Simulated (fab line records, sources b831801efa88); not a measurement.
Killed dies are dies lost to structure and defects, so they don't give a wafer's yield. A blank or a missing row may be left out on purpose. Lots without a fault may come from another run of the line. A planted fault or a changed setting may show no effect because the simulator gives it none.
Which tool did it? | flow gf180mcu | 14 lots, 42 wafers sampled, at 2 steps of a route of 602

WHAT THE GAUGES READ, wafer by wafer
GF_VT_IMPLANT_OVL_MEAS_07.
lot  | measured     | on         | VT_IMPLANT_OVL (nm)
L345 | day 5 15:20  | overlay-01 | -3.6 -1.3 -0.7
L347 | day 5 23:40  | overlay-02 | -0.5 -0.9 -1.7
L351 | day 7 01:00  | overlay-02 | -1.6 -4.2 -2.9
L353 | day 7 18:08  | overlay-01 | 0.2 0.2 0.3
L354 | day 7 18:53  | overlay-01 | 0.1 -1.5 -3.4
L356 | day 8 06:43  | overlay-02 | 1.7 0.9 -0.2
L357 | day 8 16:44  | overlay-01 | 2.4 -0.2 -0.8
L360 | day 9 17:14  | overlay-02 | -0.6 -0.2 0.9
L362 | day 10 02:20 | overlay-01 | -3.0 -1.2 -2.5
L363 | day 10 11:26 | overlay-02 | 0.7 -0.3 -0.1
L364 | day 10 14:53 | overlay-02 | -1.8 -1.0 -0.2
L365 | day 10 21:46 | overlay-02 | -1.9 -1.3 -2.0
L366 | day 11 02:46 | overlay-01 | 1.0 -0.2 -0.9
L368 | day 11 13:29 | overlay-01 | -1.4 0.8 0.6

WHICH TOOL RAN EACH LOT (tool, then ch and the chambers of the sampled wafers, then the start)
lot  | GF_STI_ETCH_13
L345 | rie_diel-01 ch 0,3, day 2 01:13
L347 | rie_diel-03 ch 0,2,3, day 2 12:09
L351 | rie_diel-01 ch 0,1, day 3 08:46
L353 | rie_diel-01 ch 0,3, day 3 19:03
L354 | rie_diel-04 ch 0,2,3, day 4 00:07
L356 | rie_diel-03 ch 0,1,2, day 4 09:48
L357 | rie_diel-01 ch 0,3, day 4 17:18
L360 | rie_diel-01 ch 0,2, day 5 07:27
L362 | rie_diel-01 ch 1,2, day 5 17:03
L363 | rie_diel-04 ch 0,1,3, day 6 04:19
L364 | rie_diel-01 ch 0,2,3, day 6 04:40
L365 | rie_diel-04 ch 1,2, day 6 10:39
L366 | rie_diel-03 ch 0,3, day 6 14:30
L368 | rie_diel-04 ch 0,2,3, day 7 00:09
- GF_STI_ETCH_13: etches the open film in CHF3/O2, stops on Si, target depth 282.31 nm, time 112.9 s.

WHAT THE TOOLS THEMSELVES READ (means of the sampled wafers that have a number; where no wafer has one, the mark that the record gives instead)
GF_STI_ETCH_13.
lot  | tool        | drypump_motor_current_A (A) | oes_product_au (a.u.) | throttle_valve_pct (%)
L345 | rie_diel-01 | 5.7                         | 0.837                 | 8.815
L347 | rie_diel-03 | 5.7                         | 0.840                 | 8.802
L351 | rie_diel-01 | 5.8                         | 0.833                 | 8.808
L353 | rie_diel-01 | 5.7                         | 0.825                 | 8.812
L354 | rie_diel-04 | 5.9                         | 0.824                 | 8.807
L356 | rie_diel-03 | 5.7                         | 0.837                 | 8.817
L357 | rie_diel-01 | 5.7                         | 0.832                 | 8.803
L360 | rie_diel-01 | 5.6                         | 0.830                 | 8.808
L362 | rie_diel-01 | 5.6                         | 0.831                 | 8.805
L363 | rie_diel-04 | 5.9                         | 0.825                 | 8.814
L364 | rie_diel-01 | 5.6                         | 0.830                 | 8.800
L365 | rie_diel-04 | 5.3                         | 0.829                 | 8.812
L366 | rie_diel-03 | 5.4                         | 0.829                 | 8.818
L368 | rie_diel-04 | 5.9                         | 0.834                 | 8.803

THE ANSWER, worked out from the rows above alone
Rule: what is usual is taken from the lots themselves. Put in order of their means at a reading, lots are off if they are a third of the lots or fewer, leave a main group of 4 or more, and stand apart from it by a gap of 3 or more times the standard deviation of the main group's means; of several such gaps the widest counts. A main group whose means are all the same, to the digits that the tables above print for the reading, isn't used. A lot without any number at a reading at which 4 lots or more have one is off too. The other lots that the step has rows for count as sound. The gauges are gone through in route order, then the tools' own readings, and for those a lot's mean is taken as printed above. The first step at which some lot is off is used, and at that step the reading that is off furthest; a lot without a number counts as furthest.
No lot is off at any reading shown: from this, nothing can be told.

WHAT THE SIMULATOR HAD PUT IN
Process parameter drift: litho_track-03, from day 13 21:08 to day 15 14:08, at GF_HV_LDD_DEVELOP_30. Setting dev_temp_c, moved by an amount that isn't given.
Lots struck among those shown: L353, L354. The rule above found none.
